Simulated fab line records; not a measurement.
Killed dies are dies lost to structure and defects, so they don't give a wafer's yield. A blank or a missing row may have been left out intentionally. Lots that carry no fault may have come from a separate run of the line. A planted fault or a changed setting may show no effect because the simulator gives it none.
Which tool was responsible? || flow gf180mcu || Sampling: 24 lots, 72 wafers, 4 of 602 route steps

WHAT THE GAUGES READ, wafer by wafer
GF_M1_OVL_MEAS_15. Usual: M1_OVL 1 nm, standard deviation 5.9.
{"lot": "L074", "measured": "day 17 02:01", "on": "overlay-02", "M1_OVL (nm)": "10 -3 7", "flag": ""}
{"lot": "L075", "measured": "day 17 08:37", "on": "overlay-02", "M1_OVL (nm)": "-1 -5 -5", "flag": ""}
{"lot": "L076", "measured": "day 17 19:02", "on": "overlay-02", "M1_OVL (nm)": "0 4 5", "flag": ""}
{"lot": "L077", "measured": "day 18 00:02", "on": "overlay-02", "M1_OVL (nm)": "-4 -2 7", "flag": ""}
{"lot": "L078", "measured": "day 18 13:04", "on": "overlay-02", "M1_OVL (nm)": "-3 -7 -1", "flag": ""}
{"lot": "L079", "measured": "day 19 04:16", "on": "overlay-02", "M1_OVL (nm)": "-1 -6 -2", "flag": ""}
{"lot": "L080", "measured": "day 19 12:29", "on": "overlay-02", "M1_OVL (nm)": "7 -9 5", "flag": ""}
{"lot": "L081", "measured": "day 19 21:25", "on": "overlay-02", "M1_OVL (nm)": "11 9 12", "flag": ""}
{"lot": "L082", "measured": "day 20 06:55", "on": "overlay-02", "M1_OVL (nm)": "-3 2 4", "flag": ""}
{"lot": "L083", "measured": "day 20 11:28", "on": "overlay-01", "M1_OVL (nm)": "9 7 4", "flag": ""}
{"lot": "L084", "measured": "day 21 06:25", "on": "overlay-02", "M1_OVL (nm)": "-1 -6 -6", "flag": ""}
{"lot": "L085", "measured": "day 21 11:10", "on": "overlay-01", "M1_OVL (nm)": "8 4 8", "flag": ""}
{"lot": "L086", "measured": "day 21 14:19", "on": "overlay-02", "M1_OVL (nm)": "6 3 1", "flag": ""}
{"lot": "L087", "measured": "day 21 21:47", "on": "overlay-02", "M1_OVL (nm)": "-8 -3 0", "flag": ""}
{"lot": "L088", "measured": "day 22 05:50", "on": "overlay-01", "M1_OVL (nm)": "15 -1 8", "flag": ""}
{"lot": "L089", "measured": "day 22 15:31", "on": "overlay-02", "M1_OVL (nm)": "-6 -9 -11", "flag": ""}
{"lot": "L090", "measured": "day 22 21:23", "on": "overlay-01", "M1_OVL (nm)": "2 -8 -4", "flag": ""}
{"lot": "L091", "measured": "day 23 03:17", "on": "overlay-01", "M1_OVL (nm)": "5 5 9", "flag": ""}
{"lot": "L092", "measured": "day 23 14:08", "on": "overlay-02", "M1_OVL (nm)": "0 -7 9", "flag": ""}
{"lot": "L093", "measured": "day 24 01:30", "on": "overlay-01", "M1_OVL (nm)": "4 15 11", "flag": ""}
{"lot": "L094", "measured": "day 24 09:08", "on": "overlay-01", "M1_OVL (nm)": "-5 -6 3", "flag": ""}
{"lot": "L095", "measured": "day 24 16:01", "on": "overlay-01", "M1_OVL (nm)": "12 0 1", "flag": ""}
{"lot": "L096", "measured": "day 25 02:01", "on": "overlay-01", "M1_OVL (nm)": "8 7 1", "flag": ""}
{"lot": "L097", "measured": "day 25 02:43", "on": "overlay-02", "M1_OVL (nm)": "-2 1 3", "flag": ""}

GF_V3_THK_MEAS_03. Usual: V3_CVD_02_THK 849 nm, standard deviation 11.
{"lot": "L074", "measured": "day 21 07:27", "on": "film_metro-03", "V3_CVD_02_THK (nm)": "836 847 864", "flag": ""}
{"lot": "L075", "measured": "day 21 14:40", "on": "film_metro-02", "V3_CVD_02_THK (nm)": "835 835 849", "flag": ""}
{"lot": "L076", "measured": "day 22 00:06", "on": "film_metro-02", "V3_CVD_02_THK (nm)": "837 850 848", "flag": ""}
{"lot": "L077", "measured": "day 22 06:22", "on": "film_metro-03", "V3_CVD_02_THK (nm)": "833 863 858", "flag": ""}
{"lot": "L078", "measured": "day 22 19:49", "on": "film_metro-01", "V3_CVD_02_THK (nm)": "835 834 845", "flag": ""}
{"lot": "L079", "measured": "day 23 10:08", "on": "film_metro-02", "V3_CVD_02_THK (nm)": "834 844 847", "flag": ""}
{"lot": "L080", "measured": "day 23 18:07", "on": "film_metro-03", "V3_CVD_02_THK (nm)": "836 845 858", "flag": ""}
{"lot": "L081", "measured": "day 24 02:46", "on": "film_metro-03", "V3_CVD_02_THK (nm)": "847 868 862", "flag": ""}
{"lot": "L082", "measured": "day 24 11:49", "on": "film_metro-03", "V3_CVD_02_THK (nm)": "844 860 853", "flag": ""}
{"lot": "L083", "measured": "day 24 14:29", "on": "film_metro-03", "V3_CVD_02_THK (nm)": "844 844 854", "flag": ""}
{"lot": "L084", "measured": "day 25 09:20", "on": "film_metro-02", "V3_CVD_02_THK (nm)": "842 856 861", "flag": ""}
{"lot": "L085", "measured": "day 25 12:07", "on": "film_metro-02", "V3_CVD_02_THK (nm)": "864 845 876", "flag": ""}
{"lot": "L086", "measured": "day 25 16:09", "on": "film_metro-01", "V3_CVD_02_THK (nm)": "833 841 848", "flag": ""}
{"lot": "L087", "measured": "day 25 21:43", "on": "film_metro-03", "V3_CVD_02_THK (nm)": "834 860 849", "flag": ""}
{"lot": "L088", "measured": "day 26 05:38", "on": "film_metro-03", "V3_CVD_02_THK (nm)": "848 849 865", "flag": ""}
{"lot": "L089", "measured": "day 26 15:11", "on": "film_metro-02", "V3_CVD_02_THK (nm)": "839 847 854", "flag": ""}
{"lot": "L090", "measured": "day 26 17:53", "on": "film_metro-01", "V3_CVD_02_THK (nm)": "841 854 865", "flag": ""}
{"lot": "L091", "measured": "day 27 00:04", "on": "film_metro-01", "V3_CVD_02_THK (nm)": "831 857 852", "flag": ""}
{"lot": "L092", "measured": "day 27 10:25", "on": "film_metro-02", "V3_CVD_02_THK (nm)": "854 854 880", "flag": ""}
{"lot": "L093", "measured": "day 27 19:46", "on": "film_metro-03", "V3_CVD_02_THK (nm)": "855 867 866", "flag": ""}
{"lot": "L094", "measured": "day 28 02:42", "on": "film_metro-02", "V3_CVD_02_THK (nm)": "836 842 843", "flag": ""}
{"lot": "L095", "measured": "day 28 10:55", "on": "film_metro-01", "V3_CVD_02_THK (nm)": "866 858 858", "flag": ""}
{"lot": "L096", "measured": "day 28 18:40", "on": "film_metro-02", "V3_CVD_02_THK (nm)": "855 852 868", "flag": ""}
{"lot": "L097", "measured": "day 28 19:20", "on": "film_metro-01", "V3_CVD_02_THK (nm)": "837 834 839", "flag": ""}

EACH LOT AND THE TOOL THAT RAN IT (in order: tool; ch and the chambers of the sampled wafers; start)
{"lot": "L074", "GF_CONTACT_SPUTTER_23": "pvd_sputter-04, day 16 02:41", "GF_CONTACT_CMP_27": "cmp-01 ch 1,2, day 16 03:03"}
{"lot": "L075", "GF_CONTACT_SPUTTER_23": "pvd_sputter-04, day 16 08:31", "GF_CONTACT_CMP_27": "cmp-02 ch 0,1,2, day 16 08:50"}
{"lot": "L076", "GF_CONTACT_SPUTTER_23": "pvd_sputter-03, day 16 18:53", "GF_CONTACT_CMP_27": "cmp-02 ch 0,2,3, day 16 19:12"}
{"lot": "L077", "GF_CONTACT_SPUTTER_23": "pvd_sputter-04, day 16 23:25", "GF_CONTACT_CMP_27": "cmp-02 ch 0,1,2, day 16 23:53"}
{"lot": "L078", "GF_CONTACT_SPUTTER_23": "pvd_sputter-03, day 17 12:31", "GF_CONTACT_CMP_27": "cmp-02 ch 2,3, day 17 12:50"}
{"lot": "L079", "GF_CONTACT_SPUTTER_23": "pvd_sputter-01, day 18 03:40", "GF_CONTACT_CMP_27": "cmp-01 ch 0,2,3, day 18 03:59"}
{"lot": "L080", "GF_CONTACT_SPUTTER_23": "pvd_sputter-04, day 18 11:05", "GF_CONTACT_CMP_27": "cmp-01 ch 0,1,2, day 18 11:26"}
{"lot": "L081", "GF_CONTACT_SPUTTER_23": "pvd_sputter-04, day 18 20:39", "GF_CONTACT_CMP_27": "cmp-02 ch 0,1,2, day 18 21:01"}
{"lot": "L082", "GF_CONTACT_SPUTTER_23": "pvd_sputter-01, day 19 05:56", "GF_CONTACT_CMP_27": "cmp-01 ch 1,2,3, day 19 06:21"}
{"lot": "L083", "GF_CONTACT_SPUTTER_23": "pvd_sputter-01, day 19 10:47", "GF_CONTACT_CMP_27": "cmp-02 ch 2,3, day 19 11:05"}
{"lot": "L084", "GF_CONTACT_SPUTTER_23": "pvd_sputter-01, day 20 04:19", "GF_CONTACT_CMP_27": "cmp-02 ch 0,3, day 20 05:21"}
{"lot": "L085", "GF_CONTACT_SPUTTER_23": "pvd_sputter-03, day 20 09:42", "GF_CONTACT_CMP_27": "cmp-01 ch 1,2,3, day 20 10:01"}
{"lot": "L086", "GF_CONTACT_SPUTTER_23": "pvd_sputter-04, day 20 13:58", "GF_CONTACT_CMP_27": "cmp-01 ch 0,1,3, day 20 14:23"}
{"lot": "L087", "GF_CONTACT_SPUTTER_23": "pvd_sputter-03, day 20 21:50", "GF_CONTACT_CMP_27": "cmp-01 ch 2,3, day 20 22:09"}
{"lot": "L088", "GF_CONTACT_SPUTTER_23": "pvd_sputter-01, day 21 05:26", "GF_CONTACT_CMP_27": "cmp-02 ch 0,1,3, day 21 05:51"}
{"lot": "L089", "GF_CONTACT_SPUTTER_23": "pvd_sputter-01, day 21 15:13", "GF_CONTACT_CMP_27": "cmp-02 ch 0,1,3, day 21 15:35"}
{"lot": "L090", "GF_CONTACT_SPUTTER_23": "pvd_sputter-01, day 21 21:19", "GF_CONTACT_CMP_27": "cmp-02 ch 0,1, day 21 21:38"}
{"lot": "L091", "GF_CONTACT_SPUTTER_23": "pvd_sputter-01, day 22 04:01", "GF_CONTACT_CMP_27": "cmp-02 ch 0,2,3, day 22 04:26"}
{"lot": "L092", "GF_CONTACT_SPUTTER_23": "pvd_sputter-01, day 22 14:47", "GF_CONTACT_CMP_27": "cmp-01 ch 1,2,3, day 22 15:05"}
{"lot": "L093", "GF_CONTACT_SPUTTER_23": "pvd_sputter-03, day 23 01:56", "GF_CONTACT_CMP_27": "cmp-02 ch 1,2,3, day 23 02:18"}
{"lot": "L094", "GF_CONTACT_SPUTTER_23": "pvd_sputter-03, day 23 09:28", "GF_CONTACT_CMP_27": "cmp-01 ch 1,2,3, day 23 09:55"}
{"lot": "L095", "GF_CONTACT_SPUTTER_23": "pvd_sputter-01, day 23 16:34", "GF_CONTACT_CMP_27": "cmp-01 ch 0,1,3, day 23 17:04"}
{"lot": "L096", "GF_CONTACT_SPUTTER_23": "pvd_sputter-03, day 24 03:05", "GF_CONTACT_CMP_27": "cmp-02 ch 0,2,3, day 24 03:24"}
{"lot": "L097", "GF_CONTACT_SPUTTER_23": "pvd_sputter-04, day 24 04:02", "GF_CONTACT_CMP_27": "cmp-01 ch 0,2,3, day 24 04:24"}
- GF_CONTACT_SPUTTER_23: material TiN, target thk 10 nm, time 40 s.
- GF_CONTACT_CMP_27: polishes, stops on SiO2, t overpolish 15 s, target thk 0 nm.

AS READ BY THE TOOLS THEMSELVES (means over the sampled wafers that have a number; for cases with no such wafer, the mark the record gives instead)
GF_CONTACT_SPUTTER_23. Usual: throttle_valve_pct 29.8 %, standard deviation 0.77.
{"lot": "L074", "tool": "pvd_sputter-04", "throttle_valve_pct (%)": 29.5, "flag": ""}
{"lot": "L075", "tool": "pvd_sputter-04", "throttle_valve_pct (%)": 29.6, "flag": ""}
{"lot": "L076", "tool": "pvd_sputter-03", "throttle_valve_pct (%)": 29.1, "flag": ""}
{"lot": "L077", "tool": "pvd_sputter-04", "throttle_valve_pct (%)": 29.2, "flag": ""}
{"lot": "L078", "tool": "pvd_sputter-03", "throttle_valve_pct (%)": 29.4, "flag": ""}
{"lot": "L079", "tool": "pvd_sputter-01", "throttle_valve_pct (%)": 30.3, "flag": ""}
{"lot": "L080", "tool": "pvd_sputter-04", "throttle_valve_pct (%)": 29.6, "flag": ""}
{"lot": "L081", "tool": "pvd_sputter-04", "throttle_valve_pct (%)": 29.7, "flag": ""}
{"lot": "L082", "tool": "pvd_sputter-01", "throttle_valve_pct (%)": 29.9, "flag": ""}
{"lot": "L083", "tool": "pvd_sputter-01", "throttle_valve_pct (%)": 30.4, "flag": ""}
{"lot": "L084", "tool": "pvd_sputter-01", "throttle_valve_pct (%)": 30.2, "flag": ""}
{"lot": "L085", "tool": "pvd_sputter-03", "throttle_valve_pct (%)": 29.1, "flag": ""}
{"lot": "L086", "tool": "pvd_sputter-04", "throttle_valve_pct (%)": 29.6, "flag": ""}
{"lot": "L087", "tool": "pvd_sputter-03", "throttle_valve_pct (%)": 29.2, "flag": ""}
{"lot": "L088", "tool": "pvd_sputter-01", "throttle_valve_pct (%)": 31.2, "flag": ""}
{"lot": "L089", "tool": "pvd_sputter-01", "throttle_valve_pct (%)": 30.0, "flag": ""}
{"lot": "L090", "tool": "pvd_sputter-01", "throttle_valve_pct (%)": 30.3, "flag": ""}
{"lot": "L091", "tool": "pvd_sputter-01", "throttle_valve_pct (%)": 30.6, "flag": ""}
{"lot": "L092", "tool": "pvd_sputter-01", "throttle_valve_pct (%)": 30.8, "flag": ""}
{"lot": "L093", "tool": "pvd_sputter-03", "throttle_valve_pct (%)": 29.4, "flag": ""}
{"lot": "L094", "tool": "pvd_sputter-03", "throttle_valve_pct (%)": 29.4, "flag": ""}
{"lot": "L095", "tool": "pvd_sputter-01", "throttle_valve_pct (%)": 30.7, "flag": ""}
{"lot": "L096", "tool": "pvd_sputter-03", "throttle_valve_pct (%)": 29.5, "flag": ""}
{"lot": "L097", "tool": "pvd_sputter-04", "throttle_valve_pct (%)": 29.4, "flag": ""}

GF_CONTACT_CMP_27. Usual: motor_current_A 10.9 A, standard deviation 0.89; overpolish_run_s 14.999 s, standard deviation 0.0095; platen_rpm 60.00 rpm, standard deviation 0.037; time_to_endpoint_s 72.5 s, standard deviation 2.9.
{"lot": "L074", "tool": "cmp-01", "motor_current_A (A)": 10.8, "overpolish_run_s (s)": 15.001, "platen_rpm (rpm)": 60.01, "time_to_endpoint_s (s)": 77.5, "flag": ""}
{"lot": "L075", "tool": "cmp-02", "motor_current_A (A)": 11.3, "overpolish_run_s (s)": 15.009, "platen_rpm (rpm)": 59.97, "time_to_endpoint_s (s)": 76.4, "flag": ""}
{"lot": "L076", "tool": "cmp-02", "motor_current_A (A)": 10.6, "overpolish_run_s (s)": 14.993, "platen_rpm (rpm)": 59.97, "time_to_endpoint_s (s)": 75.3, "flag": ""}
{"lot": "L077", "tool": "cmp-02", "motor_current_A (A)": 11.5, "overpolish_run_s (s)": 14.991, "platen_rpm (rpm)": 60.01, "time_to_endpoint_s (s)": 72.3, "flag": ""}
{"lot": "L078", "tool": "cmp-02", "motor_current_A (A)": 10.4, "overpolish_run_s (s)": 15.007, "platen_rpm (rpm)": 60.02, "time_to_endpoint_s (s)": 74.1, "flag": ""}
{"lot": "L079", "tool": "cmp-01", "motor_current_A (A)": 10.7, "overpolish_run_s (s)": 15.004, "platen_rpm (rpm)": 59.97, "time_to_endpoint_s (s)": 71.4, "flag": ""}
{"lot": "L080", "tool": "cmp-01", "motor_current_A (A)": 11.0, "overpolish_run_s (s)": 15.006, "platen_rpm (rpm)": 60.00, "time_to_endpoint_s (s)": 68.7, "flag": ""}
{"lot": "L081", "tool": "cmp-02", "motor_current_A (A)": 11.4, "overpolish_run_s (s)": 14.994, "platen_rpm (rpm)": 60.02, "time_to_endpoint_s (s)": 71.6, "flag": ""}
{"lot": "L082", "tool": "cmp-01", "motor_current_A (A)": 11.1, "overpolish_run_s (s)": 14.995, "platen_rpm (rpm)": 59.99, "time_to_endpoint_s (s)": 71.4, "flag": ""}
{"lot": "L083", "tool": "cmp-02", "motor_current_A (A)": 10.4, "overpolish_run_s (s)": 15.001, "platen_rpm (rpm)": 59.99, "time_to_endpoint_s (s)": 72.4, "flag": ""}
{"lot": "L084", "tool": "cmp-02", "motor_current_A (A)": 9.8, "overpolish_run_s (s)": 15.000, "platen_rpm (rpm)": 59.99, "time_to_endpoint_s (s)": 71.9, "flag": ""}
{"lot": "L085", "tool": "cmp-01", "motor_current_A (A)": 11.0, "overpolish_run_s (s)": 15.004, "platen_rpm (rpm)": 60.03, "time_to_endpoint_s (s)": 75.1, "flag": ""}
{"lot": "L086", "tool": "cmp-01", "motor_current_A (A)": 11.7, "overpolish_run_s (s)": 15.000, "platen_rpm (rpm)": 60.00, "time_to_endpoint_s (s)": 71.9, "flag": ""}
{"lot": "L087", "tool": "cmp-01", "motor_current_A (A)": 10.4, "overpolish_run_s (s)": 15.001, "platen_rpm (rpm)": 59.97, "time_to_endpoint_s (s)": 72.5, "flag": ""}
{"lot": "L088", "tool": "cmp-02", "motor_current_A (A)": 10.3, "overpolish_run_s (s)": 15.005, "platen_rpm (rpm)": 59.99, "time_to_endpoint_s (s)": 72.9, "flag": ""}
{"lot": "L089", "tool": "cmp-02", "motor_current_A (A)": 10.4, "overpolish_run_s (s)": 14.988, "platen_rpm (rpm)": 60.00, "time_to_endpoint_s (s)": 70.7, "flag": ""}
{"lot": "L090", "tool": "cmp-02", "motor_current_A (A)": 10.8, "overpolish_run_s (s)": 14.990, "platen_rpm (rpm)": 60.02, "time_to_endpoint_s (s)": 74.8, "flag": ""}
{"lot": "L091", "tool": "cmp-02", "motor_current_A (A)": 10.3, "overpolish_run_s (s)": 14.994, "platen_rpm (rpm)": 59.99, "time_to_endpoint_s (s)": 71.9, "flag": ""}
{"lot": "L092", "tool": "cmp-01", "motor_current_A (A)": 11.1, "overpolish_run_s (s)": 14.998, "platen_rpm (rpm)": 59.97, "time_to_endpoint_s (s)": 67.2, "flag": ""}
{"lot": "L093", "tool": "cmp-02", "motor_current_A (A)": 10.8, "overpolish_run_s (s)": 14.998, "platen_rpm (rpm)": 60.01, "time_to_endpoint_s (s)": 73.5, "flag": ""}
{"lot": "L094", "tool": "cmp-01", "motor_current_A (A)": 11.3, "overpolish_run_s (s)": 14.990, "platen_rpm (rpm)": 59.96, "time_to_endpoint_s (s)": 68.7, "flag": ""}
{"lot": "L095", "tool": "cmp-01", "motor_current_A (A)": 11.6, "overpolish_run_s (s)": 15.009, "platen_rpm (rpm)": 59.96, "time_to_endpoint_s (s)": 70.6, "flag": ""}
{"lot": "L096", "tool": "cmp-02", "motor_current_A (A)": 10.6, "overpolish_run_s (s)": 14.998, "platen_rpm (rpm)": 59.98, "time_to_endpoint_s (s)": 73.3, "flag": ""}
{"lot": "L097", "tool": "cmp-01", "motor_current_A (A)": 10.9, "overpolish_run_s (s)": 15.003, "platen_rpm (rpm)": 59.97, "time_to_endpoint_s (s)": 74.4, "flag": ""}

THE ANSWER, worked out from the rows above alone
Rule: take the mean of a lot's wafers that have a number; if it is more than 3 standard deviations from the usual mean, the lot is off. Also off: a lot with no number at a reading for which 4 or more lots have one. All remaining lots with rows at the step are treated as sound. First the gauges in route order, then the tools' own readings, where a lot's mean is used as printed above. The first step at which some lot is off is used, and at that step the reading that is off furthest; a lot without a number counts as furthest.
Across all readings shown, no lot is off: no conclusion can be drawn from this.

WHAT WAS PUT IN BY THE SIMULATOR
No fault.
